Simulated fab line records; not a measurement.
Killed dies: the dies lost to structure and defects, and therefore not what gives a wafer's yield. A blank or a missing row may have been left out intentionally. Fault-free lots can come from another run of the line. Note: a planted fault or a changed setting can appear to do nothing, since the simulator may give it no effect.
What tool caused it? / flow sfqLine / 14 lots, 42 wafers sampled, at 3 steps of a route of 325

## WHAT THE GAUGES SHOWED, per wafer
The record lacks any reading of a measuring or inspecting step that a usual standard deviation could be used to judge.

## TOOL THAT RAN EACH LOT (tool first, then ch and the chambers of the sampled wafers, then the start)
lot=L822; SFQ_TRILAYER_I2_VIA_BARC_OPEN_VIA_ETCH_096=rieDiel-02 ch 1,2, day 35 06:22; SFQ_TRILAYER_I2_VIA_ETCH_VIA_ETCH_070=rieDiel-02 ch 1,2, day 35 06:24; SFQ_TRILAYER_M3_LITHO_EXPOSE_076=krfScanner-02 ch 0, day 35 09:04
lot=L823; SFQ_TRILAYER_I2_VIA_BARC_OPEN_VIA_ETCH_096=rieDiel-01 ch 0,1,2, day 37 22:26; SFQ_TRILAYER_I2_VIA_ETCH_VIA_ETCH_070=rieDiel-01 ch 0,1,2, day 37 22:29; SFQ_TRILAYER_M3_LITHO_EXPOSE_076=krfScanner-01 ch 0, day 38 02:03
lot=L824; SFQ_TRILAYER_I2_VIA_BARC_OPEN_VIA_ETCH_096=rieDiel-03 ch 0,3, day 38 06:50; SFQ_TRILAYER_I2_VIA_ETCH_VIA_ETCH_070=rieDiel-03 ch 0,3, day 38 06:53; SFQ_TRILAYER_M3_LITHO_EXPOSE_076=krfScanner-01 ch 0, day 38 09:39
lot=L826; SFQ_TRILAYER_I2_VIA_BARC_OPEN_VIA_ETCH_096=rieDiel-01 ch 0,1, day 39 03:29; SFQ_TRILAYER_I2_VIA_ETCH_VIA_ETCH_070=rieDiel-01 ch 0,1, day 39 03:32; SFQ_TRILAYER_M3_LITHO_EXPOSE_076=krfScanner-01 ch 0, day 39 07:14
lot=L827; SFQ_TRILAYER_I2_VIA_BARC_OPEN_VIA_ETCH_096=rieDiel-02 ch 2,3, day 39 10:26; SFQ_TRILAYER_I2_VIA_ETCH_VIA_ETCH_070=rieDiel-02 ch 2,3, day 39 10:29; SFQ_TRILAYER_M3_LITHO_EXPOSE_076=krfScanner-01 ch 0, day 39 16:38
lot=L832; SFQ_TRILAYER_I2_VIA_BARC_OPEN_VIA_ETCH_096=rieDiel-01 ch 0,1,2, day 40 16:26; SFQ_TRILAYER_I2_VIA_ETCH_VIA_ETCH_070=rieDiel-01 ch 0,1,2, day 40 16:29; SFQ_TRILAYER_M3_LITHO_EXPOSE_076=krfScanner-02, day 46 10:42
lot=L833; SFQ_TRILAYER_I2_VIA_BARC_OPEN_VIA_ETCH_096=rieDiel-02 ch 0,2, day 40 17:58; SFQ_TRILAYER_I2_VIA_ETCH_VIA_ETCH_070=rieDiel-02 ch 0,2, day 40 18:00; SFQ_TRILAYER_M3_LITHO_EXPOSE_076=krfScanner-02, day 46 12:54
lot=L839; SFQ_TRILAYER_I2_VIA_BARC_OPEN_VIA_ETCH_096=rieDiel-01 ch 0,2, day 43 04:41; SFQ_TRILAYER_I2_VIA_ETCH_VIA_ETCH_070=rieDiel-01 ch 0,2, day 43 04:44; SFQ_TRILAYER_M3_LITHO_EXPOSE_076=krfScanner-01 ch 0, day 47 10:49
lot=L840; SFQ_TRILAYER_I2_VIA_BARC_OPEN_VIA_ETCH_096=rieDiel-01 ch 0,1,3, day 43 17:18; SFQ_TRILAYER_I2_VIA_ETCH_VIA_ETCH_070=rieDiel-01 ch 0,1,3, day 43 17:20; SFQ_TRILAYER_M3_LITHO_EXPOSE_076=krfScanner-01 ch 0, day 47 11:49
lot=L841; SFQ_TRILAYER_I2_VIA_BARC_OPEN_VIA_ETCH_096=rieDiel-01 ch 0,2,3, day 49 11:34; SFQ_TRILAYER_I2_VIA_ETCH_VIA_ETCH_070=rieDiel-01 ch 0,2,3, day 49 11:36; SFQ_TRILAYER_M3_LITHO_EXPOSE_076=krfScanner-01 ch 0, day 54 12:10
lot=L842; SFQ_TRILAYER_I2_VIA_BARC_OPEN_VIA_ETCH_096=rieDiel-02 ch 0,2,3, day 49 16:22; SFQ_TRILAYER_I2_VIA_ETCH_VIA_ETCH_070=rieDiel-02 ch 0,2,3, day 49 16:24; SFQ_TRILAYER_M3_LITHO_EXPOSE_076=krfScanner-01 ch 0, day 54 14:46
lot=L843; SFQ_TRILAYER_I2_VIA_BARC_OPEN_VIA_ETCH_096=rieDiel-02 ch 0,1,2, day 49 21:10; SFQ_TRILAYER_I2_VIA_ETCH_VIA_ETCH_070=rieDiel-02 ch 0,1,2, day 49 21:12; SFQ_TRILAYER_M3_LITHO_EXPOSE_076=krfScanner-01 ch 0, day 54 18:10
lot=L844; SFQ_TRILAYER_I2_VIA_BARC_OPEN_VIA_ETCH_096=rieDiel-03 ch 0,1,2, day 50 08:47; SFQ_TRILAYER_I2_VIA_ETCH_VIA_ETCH_070=rieDiel-03 ch 0,1,2, day 50 08:50; SFQ_TRILAYER_M3_LITHO_EXPOSE_076=krfScanner-01 ch 0, day 55 09:58
lot=L845; SFQ_TRILAYER_I2_VIA_BARC_OPEN_VIA_ETCH_096=rieDiel-02 ch 0,1,2, day 50 14:47; SFQ_TRILAYER_I2_VIA_ETCH_VIA_ETCH_070=rieDiel-02 ch 0,1,2, day 50 14:50; SFQ_TRILAYER_M3_LITHO_EXPOSE_076=krfScanner-01 ch 0, day 55 19:46
- SFQ_TRILAYER_I2_VIA_BARC_OPEN_VIA_ETCH_096: etches BARC in O2, target depth 125 nm, time 41.7 s.
- SFQ_TRILAYER_I2_VIA_ETCH_VIA_ETCH_070: etches SiO2 in CHF3, stops on Nb, target depth 260 nm.
- SFQ_TRILAYER_M3_LITHO_EXPOSE_076: exposes mask M3, target cd 500 nm.

## WHAT THE TOOLS THEMSELVES READ (means of the sampled wafers that have a number; where no wafer has one, the mark that the record gives instead)
SFQ_TRILAYER_I2_VIA_BARC_OPEN_VIA_ETCH_096. Usual: biasW 80.02 W, standard deviation 0.26; chamberPressureMTorr 30.003 mTorr, standard deviation 0.029; drypumpMotorCurrentA 5.9 A, standard deviation 0.52; oesProductAu 0.685 a.u., standard deviation 0.005.
lot=L822; tool=rieDiel-02; biasW (W)=80.10; chamberPressureMTorr (mTorr)=30.024; drypumpMotorCurrentA (A)=6.3; oesProductAu (a.u.)=0.685; flag=
lot=L823; tool=rieDiel-01; biasW (W)=80.21; chamberPressureMTorr (mTorr)=29.977; drypumpMotorCurrentA (A)=5.7; oesProductAu (a.u.)=0.686; flag=
lot=L824; tool=rieDiel-03; biasW (W)=79.85; chamberPressureMTorr (mTorr)=29.992; drypumpMotorCurrentA (A)=6.5; oesProductAu (a.u.)=0.690; flag=
lot=L826; tool=rieDiel-01; biasW (W)=79.78; chamberPressureMTorr (mTorr)=29.984; drypumpMotorCurrentA (A)=5.5; oesProductAu (a.u.)=0.683; flag=
lot=L827; tool=rieDiel-02; biasW (W)=79.67; chamberPressureMTorr (mTorr)=30.017; drypumpMotorCurrentA (A)=6.0; oesProductAu (a.u.)=0.685; flag=
lot=L832; tool=rieDiel-01; biasW (W)=-; chamberPressureMTorr (mTorr)=-; drypumpMotorCurrentA (A)=-; oesProductAu (a.u.)=-; flag=OFF
lot=L833; tool=rieDiel-02; biasW (W)=-; chamberPressureMTorr (mTorr)=-; drypumpMotorCurrentA (A)=-; oesProductAu (a.u.)=-; flag=OFF
lot=L839; tool=rieDiel-01; biasW (W)=80.00; chamberPressureMTorr (mTorr)=30.016; drypumpMotorCurrentA (A)=6.1; oesProductAu (a.u.)=0.682; flag=
lot=L840; tool=rieDiel-01; biasW (W)=80.05; chamberPressureMTorr (mTorr)=30.027; drypumpMotorCurrentA (A)=5.4; oesProductAu (a.u.)=0.684; flag=
lot=L841; tool=rieDiel-01; biasW (W)=79.90; chamberPressureMTorr (mTorr)=30.004; drypumpMotorCurrentA (A)=5.8; oesProductAu (a.u.)=0.678; flag=
lot=L842; tool=rieDiel-02; biasW (W)=80.17; chamberPressureMTorr (mTorr)=30.006; drypumpMotorCurrentA (A)=5.7; oesProductAu (a.u.)=0.694; flag=
lot=L843; tool=rieDiel-02; biasW (W)=80.09; chamberPressureMTorr (mTorr)=30.017; drypumpMotorCurrentA (A)=5.9; oesProductAu (a.u.)=0.687; flag=
lot=L844; tool=rieDiel-03; biasW (W)=80.03; chamberPressureMTorr (mTorr)=30.011; drypumpMotorCurrentA (A)=6.4; oesProductAu (a.u.)=0.687; flag=
lot=L845; tool=rieDiel-02; biasW (W)=80.01; chamberPressureMTorr (mTorr)=30.009; drypumpMotorCurrentA (A)=5.9; oesProductAu (a.u.)=0.687; flag=

SFQ_TRILAYER_I2_VIA_ETCH_VIA_ETCH_070. Usual: biasW 79.98 W, standard deviation 0.23; chamberPressureMTorr 29.997 mTorr, standard deviation 0.03; drypumpMotorCurrentA 5.9 A, standard deviation 0.52; oesProductAu 0.854 a.u., standard deviation 0.0051.
lot=L822; tool=rieDiel-02; biasW (W)=79.89; chamberPressureMTorr (mTorr)=30.011; drypumpMotorCurrentA (A)=6.3; oesProductAu (a.u.)=0.850; flag=
lot=L823; tool=rieDiel-01; biasW (W)=79.80; chamberPressureMTorr (mTorr)=30.014; drypumpMotorCurrentA (A)=5.7; oesProductAu (a.u.)=0.858; flag=
lot=L824; tool=rieDiel-03; biasW (W)=80.23; chamberPressureMTorr (mTorr)=30.015; drypumpMotorCurrentA (A)=6.5; oesProductAu (a.u.)=0.851; flag=
lot=L826; tool=rieDiel-01; biasW (W)=79.90; chamberPressureMTorr (mTorr)=29.994; drypumpMotorCurrentA (A)=5.4; oesProductAu (a.u.)=0.858; flag=
lot=L827; tool=rieDiel-02; biasW (W)=79.95; chamberPressureMTorr (mTorr)=29.972; drypumpMotorCurrentA (A)=6.0; oesProductAu (a.u.)=0.852; flag=
lot=L832; tool=rieDiel-01; biasW (W)=79.88; chamberPressureMTorr (mTorr)=29.970; drypumpMotorCurrentA (A)=5.7; oesProductAu (a.u.)=0.372; flag=OFF
lot=L833; tool=rieDiel-02; biasW (W)=80.00; chamberPressureMTorr (mTorr)=29.971; drypumpMotorCurrentA (A)=6.2; oesProductAu (a.u.)=0.379; flag=OFF
lot=L839; tool=rieDiel-01; biasW (W)=80.17; chamberPressureMTorr (mTorr)=29.987; drypumpMotorCurrentA (A)=6.1; oesProductAu (a.u.)=0.854; flag=
lot=L840; tool=rieDiel-01; biasW (W)=80.09; chamberPressureMTorr (mTorr)=30.014; drypumpMotorCurrentA (A)=5.4; oesProductAu (a.u.)=0.854; flag=
lot=L841; tool=rieDiel-01; biasW (W)=79.99; chamberPressureMTorr (mTorr)=29.999; drypumpMotorCurrentA (A)=5.8; oesProductAu (a.u.)=0.853; flag=
lot=L842; tool=rieDiel-02; biasW (W)=80.00; chamberPressureMTorr (mTorr)=29.991; drypumpMotorCurrentA (A)=5.7; oesProductAu (a.u.)=0.846; flag=
lot=L843; tool=rieDiel-02; biasW (W)=79.90; chamberPressureMTorr (mTorr)=30.001; drypumpMotorCurrentA (A)=5.9; oesProductAu (a.u.)=0.845; flag=
lot=L844; tool=rieDiel-03; biasW (W)=79.87; chamberPressureMTorr (mTorr)=30.014; drypumpMotorCurrentA (A)=6.4; oesProductAu (a.u.)=0.854; flag=
lot=L845; tool=rieDiel-02; biasW (W)=79.78; chamberPressureMTorr (mTorr)=30.015; drypumpMotorCurrentA (A)=5.9; oesProductAu (a.u.)=0.849; flag=

SFQ_TRILAYER_M3_LITHO_EXPOSE_076. Usual: exposureDoseMJCm2 14.401, standard deviation 0.016; focusOffsetNm 0.0 nm, standard deviation 0.56.
lot=L822; tool=krfScanner-02; exposureDoseMJCm2=14.386; focusOffsetNm (nm)=0.1; flag=
lot=L823; tool=krfScanner-01; exposureDoseMJCm2=14.402; focusOffsetNm (nm)=-0.3; flag=
lot=L824; tool=krfScanner-01; exposureDoseMJCm2=14.404; focusOffsetNm (nm)=0.9; flag=
lot=L826; tool=krfScanner-01; exposureDoseMJCm2=14.384; focusOffsetNm (nm)=0.2; flag=
lot=L827; tool=krfScanner-01; exposureDoseMJCm2=14.381; focusOffsetNm (nm)=-0.4; flag=
lot=L832; tool=krfScanner-02; exposureDoseMJCm2=-; focusOffsetNm (nm)=-; flag=OFF
lot=L833; tool=krfScanner-02; exposureDoseMJCm2=-; focusOffsetNm (nm)=-; flag=OFF
lot=L839; tool=krfScanner-01; exposureDoseMJCm2=14.406; focusOffsetNm (nm)=-0.3; flag=
lot=L840; tool=krfScanner-01; exposureDoseMJCm2=14.390; focusOffsetNm (nm)=0.2; flag=
lot=L841; tool=krfScanner-01; exposureDoseMJCm2=14.393; focusOffsetNm (nm)=-0.2; flag=
lot=L842; tool=krfScanner-01; exposureDoseMJCm2=14.405; focusOffsetNm (nm)=0.6; flag=
lot=L843; tool=krfScanner-01; exposureDoseMJCm2=14.425; focusOffsetNm (nm)=0.1; flag=
lot=L844; tool=krfScanner-01; exposureDoseMJCm2=14.410; focusOffsetNm (nm)=-0.7; flag=
lot=L845; tool=krfScanner-01; exposureDoseMJCm2=14.379; focusOffsetNm (nm)=0.3; flag=

## THE ANSWER, worked out from the rows above alone
Rule: a lot is off if the mean of its wafers that have a number lies more than 3 standard deviations from the usual mean. Also off: a lot with no number at a reading for which 4 or more lots have one. The other lots that the step has rows for count as sound. First the gauges in route order, then the tools' own readings, where a lot's mean is used as printed above. The first step at which some lot is off is used, and at that step the reading that is off furthest; a lot without a number counts as furthest.
Off: L832, L833 (SFQ_TRILAYER_I2_VIA_BARC_OPEN_VIA_ETCH_096, biasW). Without a number there: L832, L833.
A tool fits if, at that step or a process step before it, it ran every lot that is off, and no sound lot after the first of them. No candidate that was tried fits.

## WHAT HAD BEEN PUT IN BY THE SIMULATOR
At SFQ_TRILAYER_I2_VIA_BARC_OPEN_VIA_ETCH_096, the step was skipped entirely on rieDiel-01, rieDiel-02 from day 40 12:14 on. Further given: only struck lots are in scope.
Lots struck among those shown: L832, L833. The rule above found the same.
